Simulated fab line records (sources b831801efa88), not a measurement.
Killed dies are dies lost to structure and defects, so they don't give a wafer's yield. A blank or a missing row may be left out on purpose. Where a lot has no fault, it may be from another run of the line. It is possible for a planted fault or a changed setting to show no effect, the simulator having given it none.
Matching of chambers | flow gf180mcu | 4 sister chambers for GF_V2_CMP_04 on cmp-02
The step polishes SiO2. 8 wafers are shown with their chamber, then 12 later ones without.

EACH WAFER AND ITS CHAMBER
wafer  | chamber | motor current A (A) | time to endpoint s (s)
L083.3 | 2       | 11.2                | 78
L083.4 | 3       | 11.4                | 90
L087.2 | 3       | 11.4                | 77
L087.3 | 1       | 13.9                | 79
L087.5 | 1       | 14.6                | 82
L089.3 | 2       | 11.6                | 78
L089.4 | 0       | 10.9                | 83
L089.6 | 0       | 11.8                | 88

WAFERS WHOSE CHAMBER IS MISSING
wafer  | motor current A (A) | time to endpoint s (s)
L090.1 | 11.9                | 78
L090.2 | 11.2                | 79
L090.3 | 11.7                | 80
L093.2 | 11.7                | 81
L093.3 | 13.5                | 82
L093.4 | 11.2                | 83
L095.1 | 14.1                | 90
L095.3 | 10.8                | 80
L095.5 | 12.4                | 87
L097.3 | 11.5                | 73
L097.4 | 13.6                | 83
L097.5 | 11.4                | 82

EACH ONE'S CHAMBER
wafer  | from the rows above          | in truth
L090.1 | can't be placed: 2 or 3 or 0 | 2
L090.2 | can't be placed: 2 or 3 or 0 | 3
L090.3 | can't be placed: 2 or 3 or 0 | 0
L093.2 | can't be placed: 3 or 2 or 0 | 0
L093.3 | 1                            | 1
L093.4 | can't be placed: 3 or 0 or 2 | 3
L095.1 | 1                            | 1
L095.3 | can't be placed: 2 or 3 or 0 | 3
L095.5 | can't be placed: 3 or 0 or 2 | 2
L097.3 | can't be placed: 2 or 3 or 0 | 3
L097.4 | 1                            | 1
L097.5 | can't be placed: 3 or 0 or 2 | 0
Correct placement for 3 of the 12. Cannot be placed on the basis of these rows: 9; the candidates contain the true chamber in 9. Wrongly placed: 0.
How it was worked out, from the rows above alone: a wafer's distance from a chamber is the root of the sum, over the readings, of the square of ((its reading less the chamber's mean) divided by the reading's scatter). The wafer belongs to the nearest chamber; if the next one is less than 2 further off, it can't be placed. The mean given for a chamber averages the wafers shown for that chamber. The scatter: take each reading less its chamber's mean, square it, sum over the shown wafers, divide by the number of wafers less the number of chambers, and take the root.
